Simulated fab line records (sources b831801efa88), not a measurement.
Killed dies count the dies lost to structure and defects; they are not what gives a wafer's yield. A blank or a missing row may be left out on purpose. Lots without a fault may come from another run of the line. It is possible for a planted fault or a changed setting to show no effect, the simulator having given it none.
Problem report in the 8D (eight disciplines) form, filled by code || flow gf180mcu || the parts of the form that need people (team, actions taken, sign-off) are left out

## 1. THE ISSUE
At GF_HV_LDD_ETCHBACK_58, run_length_s averages 120.6 s over 3 wafers from 3 lots, while fault-free wafers read 128.3 s, standard deviation 0.49. Measured from the usual mean, that is -16 standard deviations.
The step: etches Si3N4 in CH3F/O2, stops on SiO2, time 100 s, target depth 90 nm.
The first sign was on wafer L825.6 at day 16 17:31, on rie_diel-03. Wafers with a number at this step in the record: 42, from 15 lots. By rule, "out" or "out of limits" means more than 4 standard deviations away from the usual mean. Any other wafer with a number is counted as sound.

## 2. WHAT THIS IS AND IS NOT
{"question": "which readings at this step", "is": "run_length_s, oes_product_au", "is not": "drypump_motor_current_A, throttle_valve_pct"}
{"question": "which lots", "is": "L825, L830, L831", "is not": "L814, L815, L816, L817, L818, L819, L820, L821, L832, L835, L836, L837"}
{"question": "which wafers of those lots", "is": "L825.6, L830.3, L831.3", "is not": "L825.1, L830.1, L831.1"}
{"question": "read on which tools", "is": "rie_diel-03", "is not": "rie_diel-01, rie_diel-02"}
{"question": "when", "is": "from day 16 17:31", "is not": "up to then (25 sound wafers); but 14 sound wafers of L830, L831, L832, L835, L836, L837 came after"}

## 3. THE SUSPECTS, EACH WITH WHAT RULES IT OUT
Counting: a tool at a process step up to the reading stays a suspect if it ran every lot that is out. Sound lots after the first of them don't rule it out here, since some wafers of a struck lot are sound.
- rie_diel-03 at GF_HV_LDD_ETCHBACK_58 (etches Si3N4 in CH3F/O2, stops on SiO2, time 100 s, target depth 90 nm): kept. Every lot that is out went through it, the first being L825 (day 16 17:31); the last sound lot it ran before that was L820 (day 15 00:30). On those wafers its own readings are out: oes_product_au, run_length_s.
After counting, what remains is rie_diel-03 at GF_HV_LDD_ETCHBACK_58.

## 4. THE CAUSE (what the simulator had put in)
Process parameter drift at GF_HV_LDD_ETCHBACK_58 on rie_diel-03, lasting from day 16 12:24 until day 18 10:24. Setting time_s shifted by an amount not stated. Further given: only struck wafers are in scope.
The count eliminated every tool but this one.

## 5. SEQUENCE OF EFFECTS, ordered by route
Each row: a reading whose mean over the struck wafers that have a number lies more than 3 standard deviations from the usual. Only readings whose record carries a usual standard deviation are examined. hours: median over the lots of the time between each lot's start at the first step of this table that gives one and its start at this step. sigmas: the change, counted in usual standard deviations.
{"hours": 0, "step": "GF_HV_LDD_ETCHBACK_58", "reading": "oes_product_au", "usual": "0.842 a.u.", "on struck wafers": 0.909, "change": "+0.067", "sigmas": "+11"}
{"hours": 0, "step": "GF_HV_LDD_ETCHBACK_58", "reading": "run_length_s", "usual": "128.3 s", "on struck wafers": 120.6, "change": -7.7, "sigmas": -16}
Its process steps:
- GF_HV_LDD_ETCHBACK_58: etches Si3N4 in CH3F/O2, stops on SiO2, time 100 s, target depth 90 nm.
At these later measuring or inspecting steps, every struck wafer for which the step has a row has a number for every such reading, and none has moved that far: GF_SAB_OVL_MEAS_10, GF_CONTACT_THK_MEAS_03.

## 6. WHAT WOULD HAVE CAUGHT IT SOONER
First out-of-limits reading in this record: day 16 17:31, which is 5 hours after fault onset at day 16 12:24.
